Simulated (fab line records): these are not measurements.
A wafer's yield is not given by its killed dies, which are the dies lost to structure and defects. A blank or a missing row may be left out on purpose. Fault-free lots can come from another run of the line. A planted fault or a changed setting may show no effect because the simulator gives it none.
fab line records | flow sfq-line
record: lots: 15 wafers: 42 last-day: 82
route steps=325 shown L0@13
lots that met no fault: taken from a fault-free run of the same line
start-h: hours from the record's first day to the start of the lot's first wafer shown | wait-h: hours since the lot's step before | " as in the row above | L1.1+2: several wafers, shown together as one row | - either no value or no given start | * or withheld: withheld | < > ~ a bound
route shown NAME@n: NAME is a module with steps in the file, n the number in the route of the first one | usual: mean/standard deviation taken from wafers without a fault | same: alike in all rows | chamber/n: place in a boat | sites: the reading at each site | _std_site: standard deviation across them | _edge_site: inner sites' mean taken away from outer sites' mean | radius-mm: how far each site lies from the wafer's centre | mask NAME#n: copy n | behind: the most recent tool/chamber to have shaped the wafer | hold: cause of the lot's hold/its duration in hours/its outcome | device: the n, p or np transistor that did not switch | end of line: tests run on the same wafers once the route is complete | for a step that has no rows: nothing shown but its recipe | killed: dies that structure and defects cost at the first sort, which is not the same as the wafer's yield | map: the dies of a wafer, with x for killed, . for not killed, _ for no die there
set.NAME: the run value of the setting; set.NAME@STEP: its run value at that earlier step | model.NAME: the simulator's own value behind a step, which no gauge read
steps of the route over a sample of lots; a table a step, a row a wafer
services: from which hour (start-h, from the record's first day; less than 0 if before it) a tool's chamber was out of use, for how many hours, and why
== steps ==
step: SFQ_TRILAYER_L0_ETCH_METAL_ETCH_008
recipe: target: MoNx_KI stop-on: SiO2 mask-material: PR chemistry: SF6/O2 target-depth-nm: 50 icp-w: 600 bias-w: 80 pressure-mtorr: 10 time-s: 25
usual: drypump-motor-current-A: 5.42/0.29 oes-product-au: 0.874/0.0081 run-length-s: 53.3/0.53
columns lot.wafer tool chamber start-h wait-h drypump-motor-current-A oes-product-au rf-hours-counter-h run-length-s
L310.1 rie-metal-04 1 80.29 0.0 5.19 0.874 200 52.5
L310.4 " 0 " " 5.50 0.873 - 53.3
L310.6 " 0 " " 5.50 0.880 - 53.3
L311.1 rie-metal-03 0 86.29 0.0 5.01 0.883 166 54.0
L311.5 " 0 " " 5.01 0.882 - 54.3
L311.6 " 1 " " 5.68 0.874 - 52.8
L312.2 rie-metal-02 1 91.09 0.0 5.89 0.876 6 53.7
L312.3 " 1 " " 5.90 0.865 - 53.5
L312.6 " 0 " " 5.63 0.863 - 53.9
L313.3 rie-metal-04 0 95.90 0.0 5.48 0.863 - 53.3
L313.5 " 0 " " 5.49 0.880 - 53.1
L313.6 " 1 " " 5.18 0.867 - 52.7
L314.1 rie-metal-03 0 101.89 0.0 5.01 0.883 169 53.7
L314.2 " 1 " " 5.67 0.877 163 52.8
L314.5 " 0 " " 5.01 0.872 - 54.3
L315.1 rie-metal-04 1 104.29 0.0 5.19 0.881 205 52.6
L315.2 " 0 " " 5.45 0.868 188 53.5
L315.6 " 0 " " 5.50 0.874 - 53.6
L316.1 rie-metal-03 1 109.09 0.0 5.66 0.882 164 53.2
L316.5 " 1 " " 5.68 0.886 - 53.1
L316.6 " 0 " " 5.00 0.880 - 54.1
L317.1 rie-metal-03 0 115.09 0.0 5.02 0.880 171 53.9
L317.4 " 1 " " 5.65 0.866 - 53.6
L317.5 " 1 " " 5.65 0.863 - 52.8
L318.2 rie-metal-03 1 121.09 0.0 5.67 0.855 166 53.3
L318.5 " 1 " " 5.65 0.868 - 53.1
L318.6 " 0 " " 5.00 0.862 - 53.8
L319.1 rie-metal-04 0 123.55 0.1 5.51 0.881 192 53.1
L319.2 " 0 " " 5.52 0.882 - 53.5
L319.6 " 0 " " 5.52 0.888 - 53.7
L320.2 rie-metal-03 0 130.69 0.0 5.02 0.865 173 53.9
L320.5 " 1 " " 5.67 0.859 - 53.0
L320.6 " 0 " " 5.00 0.874 - 54.3
L321.1 rie-metal-03 0 139.09 0.0 5.02 0.882 174 54.3
L321.3 " 0 " " 5.01 0.877 - 53.8
L321.5 " 0 " " 5.02 0.881 - 54.0
L330.1 rie-metal-03 0 208.59 0.0 5.02 0.862 187 54.2
L330.3 " 0 " " 5.02 1.000 - 50.2
L331.3 rie-metal-03 1 217.08 0.1 5.66 0.988 - 49.2
L331.4 " 1 " " 5.65 1.006 - 49.4
L332.4 rie-metal-03 1 223.09 0.1 5.68 0.988 - 48.8
L332.6 " 1 " " 5.67 0.865 - 53.1
== services ==
columns tool chamber start-h hours kind
rie-metal-02 - 94.58 10.0 pm
rie-metal-04 1 115.64 6.3 repair
rie-metal-04 1 121.96 - clean
rie-metal-04 1 121.96 - consumable-replace:focus-ring
rie-metal-04 1 121.96 19.4 scheduled-down
rie-metal-04 1 121.96 19.4 vent-cycle
rie-metal-03 - 151.01 0.2 repair
rie-metal-04 0 164.38 - clean
rie-metal-04 0 164.38 26.2 scheduled-down
rie-metal-04 0 164.38 26.2 vent-cycle
rie-metal-02 0 179.07 - clean
rie-metal-02 0 179.07 27.3 scheduled-down
rie-metal-02 0 179.07 27.3 vent-cycle
rie-metal-02 1 214.58 39.9 repair
rie-metal-03 0 216.90 - clean
rie-metal-03 0 216.90 12.3 scheduled-down
rie-metal-03 0 216.90 12.3 vent-cycle
== key ==
first-sign: step: SFQ_TRILAYER_L0_ETCH_METAL_ETCH_008 reading: oes-product-au direction: up sigmas: 15 usual: 0.874 struck: 0.995
effect: step: SFQ_TRILAYER_L0_ETCH_METAL_ETCH_008 reading: run-length-s direction: down sigmas: 7.3 usual: * struck: *
met-at SFQ_TRILAYER_L0_ETCH_METAL_ETCH_008
struck-lots L330,L331,L332
struck-wafers L330.3,L331.3,L331.4,L332.4
onset-between 139.09 208.59
fault: kind: process-parameter-drift tool: rie-metal-03 chamber: - onset-h: 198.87 steps: SFQ_TRILAYER_L0_ETCH_METAL_ETCH_008 channel: time-s offset: * shape: step end-h: 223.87 scope: struck-wafers-only acts-in: * stated: *
